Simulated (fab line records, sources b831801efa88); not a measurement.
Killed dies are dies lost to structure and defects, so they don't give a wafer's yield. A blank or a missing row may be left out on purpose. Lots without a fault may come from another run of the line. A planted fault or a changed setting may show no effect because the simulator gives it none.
fab line records | flow sky130
record lots=13 wafers=39 last_day=50
route steps=708 shown VT_ADJUST_NCORE@123 SD_N@358 SD_P@359 LI_CONTACT@365
lots that met no fault: from a run of the same line without faults
start_h: hours from the record's first day to the start of the lot's first wafer shown | wait_h: hours since the lot's step before | " the same as in the row above | L1.1+2: a row that stands for several wafers | - no value, or no start given | * or withheld: withheld | < > ~ a bound
route shown NAME@n: a module of which the file shows steps, and the number in the route of the first | usual: mean/standard deviation of fault-free wafers | same: alike in all rows | chamber/n: place in a boat | sites: the reading at each site | _std_site: their standard deviation | _edge_site: outer sites' mean less inner sites' | radius_mm: how far each site lies from the wafer's centre | mask NAME#n: copy n | behind: the tool/chamber that last shaped the wafer | hold: why the lot was held/for how many hours/how that ended | device: the transistor (n, p or np) that didn't switch | end of line: the same wafers' tests at the end of the route | a step without rows: its recipe alone | killed: dies lost to structure and defects at the first sort, not the wafer's yield | map: a wafer's dies, x killed, . not, _ none there
set.NAME: the setting as run; set.NAME@STEP: as run at that earlier step | model.NAME: the simulator's own value behind a step, which no gauge read
steps of the route over a sample of lots; a table a step, a row a wafer
services: from which hour (start_h, from the record's first day; less than 0 if before it) a tool's chamber was out of use, for how many hours, and why
## steps
# step SKY_VT_ADJUST_NCORE_EXPOSE_04
# recipe mask_id=LVTN_COMPLEMENT_THIN na=0.6 source_shape=conventional sigma_outer=0.6 polarization=unpolarized target_cd_nm=380 dose_mj=139
# usual exposure_dose_mJ_cm2=139.01/0.13
# columns lot.wafer tool chamber start_h wait_h mask exposure_dose_mJ_cm2
L500.1 iline_stepper-02 0 171.54 - LVTN_COMPLEMENT_THIN#0 139.15
L500.2 " 0 " " LVTN_COMPLEMENT_THIN#0 138.91
L500.6 " 0 " " LVTN_COMPLEMENT_THIN#0 138.98
L501.1 iline_stepper-02 0 182.34 - LVTN_COMPLEMENT_THIN#0 139.03
L501.2 " 0 " " LVTN_COMPLEMENT_THIN#0 138.95
L501.6 " 0 " " LVTN_COMPLEMENT_THIN#0 138.90
L503.3 iline_stepper-02 0 200.78 - LVTN_COMPLEMENT_THIN#0 139.15
L503.5 " 0 " " LVTN_COMPLEMENT_THIN#0 139.22
L503.6 " 0 " " LVTN_COMPLEMENT_THIN#0 139.12
L502.4 iline_stepper-01 0 201.04 - LVTN_COMPLEMENT_THIN#0 139.02
L502.5 " 0 " " LVTN_COMPLEMENT_THIN#0 138.94
L502.6 " 0 " " LVTN_COMPLEMENT_THIN#0 139.08
L504.1 iline_stepper-01 0 209.64 - LVTN_COMPLEMENT_THIN#0 139.26
L504.4 " 0 " " LVTN_COMPLEMENT_THIN#0 139.10
L504.6 " 0 " " LVTN_COMPLEMENT_THIN#0 139.19
L506.1 iline_stepper-01 0 215.19 - LVTN_COMPLEMENT_THIN#0 139.05
L506.2 " 0 " " LVTN_COMPLEMENT_THIN#0 138.89
L506.5 " 0 " " LVTN_COMPLEMENT_THIN#0 139.10
L509.3 iline_stepper-01 0 242.52 - LVTN_COMPLEMENT_THIN#0 139.08
L509.4 " 0 " " LVTN_COMPLEMENT_THIN#0 139.31
L509.6 " 0 " " LVTN_COMPLEMENT_THIN#0 139.10
L513.1 iline_stepper-01 0 273.64 - LVTN_COMPLEMENT_THIN#0 138.97
L513.4 " 0 " " LVTN_COMPLEMENT_THIN#0 138.80
L513.6 " 0 " " LVTN_COMPLEMENT_THIN#0 139.07
L514.3 iline_stepper-01 0 278.88 - LVTN_COMPLEMENT_THIN#0 138.87
L514.5 " 0 " " LVTN_COMPLEMENT_THIN#0 138.90
L514.6 " 0 " " LVTN_COMPLEMENT_THIN#0 139.02
L515.3 iline_stepper-02 0 289.37 - LVTN_COMPLEMENT_THIN#0 146.61
L515.4 " 0 " " LVTN_COMPLEMENT_THIN#0 146.72
L515.6 " 0 " " LVTN_COMPLEMENT_THIN#0 146.60
L516.2 iline_stepper-02 0 296.21 - LVTN_COMPLEMENT_THIN#0 146.79
L516.4 " 0 " " LVTN_COMPLEMENT_THIN#0 146.78
L516.5 " 0 " " LVTN_COMPLEMENT_THIN#0 146.75
L517.2 iline_stepper-02 0 304.30 - LVTN_COMPLEMENT_THIN#0 145.42
L517.3 " 0 " " LVTN_COMPLEMENT_THIN#0 145.35
L517.5 " 0 " " LVTN_COMPLEMENT_THIN#0 145.35
L520.1 iline_stepper-01 0 324.77 - LVTN_COMPLEMENT_THIN#0 138.83
L520.3 " 0 " " LVTN_COMPLEMENT_THIN#0 138.87
L520.6 " 0 " " LVTN_COMPLEMENT_THIN#0 138.76
# step SKY_VT_ADJUST_NCORE_CD_MEAS_07
# recipe target_cd_nm=380
# usual cd_nm=380.3/2.3
# columns lot.wafer tool chamber start_h wait_h cd_nm
L500.1 cd_sem-01 - 181.59 0.1 376.8
L500.2 " - " " 377.6
L500.6 " - " " 378.7
L501.1 cd_sem-02 - 193.24 0.1 376.2
L501.2 " - " " 375.8
L501.6 " - " " 377.3
L503.3 cd_sem-01 - 212.27 0.1 383.4
L503.5 " - " " 381.4
L503.6 " - " " 383.7
L502.4 cd_sem-01 - 212.75 0.1 379.8
L502.5 " - " " 379.3
L502.6 " - " " 377.6
L504.1 cd_sem-02 - 220.59 0.1 380.2
L504.4 " - " " 380.0
L504.6 " - " " 381.8
L506.1 cd_sem-01 - 226.13 0.1 385.9
L506.2 " - " " 382.6
L506.5 " - " " 384.5
L509.3 cd_sem-01 - 254.18 0.1 379.9
L509.4 " - " " 380.8
L509.6 " - " " 380.6
L513.1 cd_sem-02 - 286.18 0.1 381.3
L513.4 " - " " 380.7
L513.6 " - " " 381.2
L514.3 cd_sem-01 - 292.17 0.1 381.5
L514.5 " - " " 382.1
L514.6 " - " " 381.9
L515.3 cd_sem-02 - 301.93 0.1 397.6
L515.4 " - " " 399.0
L515.6 " - " " 396.4
L516.2 cd_sem-01 - 308.96 0.1 395.8
L516.4 " - " " 396.9
L516.5 " - " " 396.3
L517.2 cd_sem-01 - 317.80 0.1 393.4
L517.3 " - " " 391.4
L517.5 " - " " 391.6
L520.1 cd_sem-02 - 338.58 0.1 382.3
L520.3 " - " " 378.2
L520.6 " - " " 380.9
# step SKY_SD_N_RS_MEAS_16
# recipe thk_meas_gauge=four-point-probe
# usual SD_N_RS=68.52/0.1
# columns lot.wafer tool chamber start_h wait_h SD_N_RS[ohm/sq]
L500.1 film_metro-01 - 652.12 0.1 68.42
L500.2 " - " " 68.43
L500.6 " - " " 68.26
L501.1 film_metro-01 - 663.34 0.1 68.48
L501.2 " - " " 68.50
L501.6 " - " " 68.43
L503.3 film_metro-04 - 685.11 0.1 68.52
L503.5 " - " " 68.46
L503.6 " - " " 68.54
L502.4 film_metro-01 - 688.98 0.1 68.36
L502.5 " - " " 68.39
L502.6 " - " " 68.15
L504.1 film_metro-02 - 698.68 0.1 68.62
L504.4 " - " " 68.47
L504.6 " - " " 68.61
L506.1 film_metro-02 - 708.93 0.1 68.59
L506.2 " - " " 68.62
L506.5 " - " " 68.56
L509.3 film_metro-02 - 739.97 0.1 68.52
L509.4 " - " " 68.56
L509.6 " - " " 68.65
L513.1 film_metro-04 - 769.23 0.1 68.47
L513.4 " - " " 68.54
L513.6 " - " " 68.38
L514.3 film_metro-04 - 778.52 0.1 68.50
L514.5 " - " " 68.62
L514.6 " - " " 68.49
L515.3 film_metro-02 - 784.21 0.1 68.57
L515.4 " - " " 68.54
L515.6 " - " " 68.60
L516.2 film_metro-01 - 792.44 0.1 68.42
L516.4 " - " " 68.51
L516.5 " - " " 68.51
L517.2 film_metro-02 - 797.60 0.1 68.61
L517.3 " - " " 68.60
L517.5 " - " " 68.53
L520.1 film_metro-02 - 815.32 0.1 68.24
L520.3 " - " " 68.45
L520.6 " - " " 68.51
# step SKY_SD_N_RS_MEAS_17
# recipe thk_meas_gauge=four-point-probe
# usual SD_P_RS=147.08/0.29
# columns lot.wafer tool chamber start_h wait_h SD_P_RS[ohm/sq]
L500.1 film_metro-01 - 652.24 0.1 146.55
L500.2 " - " " 147.34
L500.6 " - " " 146.65
L501.1 film_metro-01 - 663.46 0.1 147.01
L501.2 " - " " 147.12
L501.6 " - " " 147.07
L503.3 film_metro-04 - 685.23 0.1 146.80
L503.5 " - " " 146.91
L503.6 " - " " 147.35
L502.4 film_metro-01 - 689.10 0.1 146.86
L502.5 " - " " 146.81
L502.6 " - " " 146.59
L504.1 film_metro-02 - 698.80 0.1 147.38
L504.4 " - " " 147.11
L504.6 " - " " 147.22
L506.1 film_metro-02 - 709.05 0.1 147.17
L506.2 " - " " 147.62
L506.5 " - " " 147.30
L509.3 film_metro-02 - 740.09 0.1 147.51
L509.4 " - " " 147.31
L509.6 " - " " 147.59
L513.1 film_metro-04 - 769.35 0.1 146.83
L513.4 " - " " 146.96
L513.6 " - " " 146.64
L514.3 film_metro-04 - 778.64 0.1 147.26
L514.5 " - " " 147.59
L514.6 " - " " 147.22
L515.3 film_metro-02 - 784.33 0.1 146.78
L515.4 " - " " 146.91
L515.6 " - " " 147.13
L516.2 film_metro-01 - 792.56 0.1 147.29
L516.4 " - " " 147.09
L516.5 " - " " 146.99
L517.2 film_metro-02 - 797.72 0.1 146.95
L517.3 " - " " 147.15
L517.5 " - " " 147.09
L520.1 film_metro-02 - 815.44 0.1 147.03
L520.3 " - " " 147.37
L520.6 " - " " 146.95
# step SKY_LI_CONTACT_BOW_MEAS_03
# recipe mode=bow
# usual LI_CONTACT_BOW=57/6.4
# columns lot.wafer tool chamber start_h wait_h LI_CONTACT_BOW[um]
L500.1 film_metro-04 - 652.96 0.1 59
L500.2 " - " " 69
L500.6 " - " " 68
L501.1 film_metro-02 - 664.18 0.2 66
L501.2 " - " " 74
L501.6 " - " " 51
L503.3 film_metro-02 - 685.95 0.2 46
L503.5 " - " " 55
L503.6 " - " " 55
L502.4 film_metro-04 - 689.82 0.3 62
L502.5 " - " " 53
L502.6 " - " " 39
L504.1 film_metro-01 - 699.52 0.2 63
L504.4 " - " " 58
L504.6 " - " " 57
L506.1 film_metro-04 - 709.77 0.2 47
L506.2 " - " " 53
L506.5 " - " " 48
L509.3 film_metro-02 - 740.81 0.3 63
L509.4 " - " " 57
L509.6 " - " " 60
L513.1 film_metro-01 - 770.07 0.1 52
L513.4 " - " " 63
L513.6 " - " " 62
L514.3 film_metro-04 - 779.36 0.2 49
L514.5 " - " " 58
L514.6 " - " " 65
L515.3 film_metro-02 - 785.14 0.2 61
L515.4 " - " " 58
L515.6 " - " " 70
L516.2 film_metro-01 - 793.28 0.1 63
L516.4 " - " " 55
L516.5 " - " " 61
L517.2 film_metro-01 - 798.44 0.1 57
L517.3 " - " " 62
L517.5 " - " " 64
L520.1 film_metro-01 - 816.16 0.2 51
L520.3 " - " " 60
L520.6 " - " " 61
## services
# columns tool chamber start_h hours kind
iline_stepper-01 - 164.69 25.0 repair
iline_stepper-02 - 257.62 3.1 repair
iline_stepper-01 - 282.54 1.7 pm
iline_stepper-02 - 290.00 1.7 pm
iline_stepper-01 - 301.21 1.7 repair
## key
first_sign step=SKY_VT_ADJUST_NCORE_EXPOSE_04 reading=exposure_dose_mJ_cm2 direction=up sigmas=55 usual=* struck=*
effect step=SKY_VT_ADJUST_NCORE_CD_MEAS_07 reading=cd_nm direction=up sigmas=6.6 usual=380.3 struck=395.4 through=control_loop
met_at SKY_VT_ADJUST_NCORE_EXPOSE_04
struck_lots L515,L516,L517
tester_left_out L515,L516,L517
loop_trim step=SKY_VT_ADJUST_NCORE_EXPOSE_04 setting=dose lots=L517
not_acting_at SKY_SD_N_RS_MEAS_16,SKY_SD_N_RS_MEAS_17,SKY_LI_CONTACT_BOW_MEAS_03
onset_between 200.78 289.37
fault kind=process_parameter_drift tool=iline_stepper-02 chamber=- onset_h=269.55 steps=SKY_VT_ADJUST_NCORE_EXPOSE_04 channel=dose_mj offset=7.7494 shape=step acts_in=these_recipes_only stated=139
# tester_left_out: of these lots the tester's yield and bins aren't shown, on N5 and GAA mostly nor the transistor test; their killed dies are dies lost to structure and defects alone, not to doping, threshold or leakage, so they don't give the yield
# loop_trim: a control loop set the setting to another value than it would have without faults
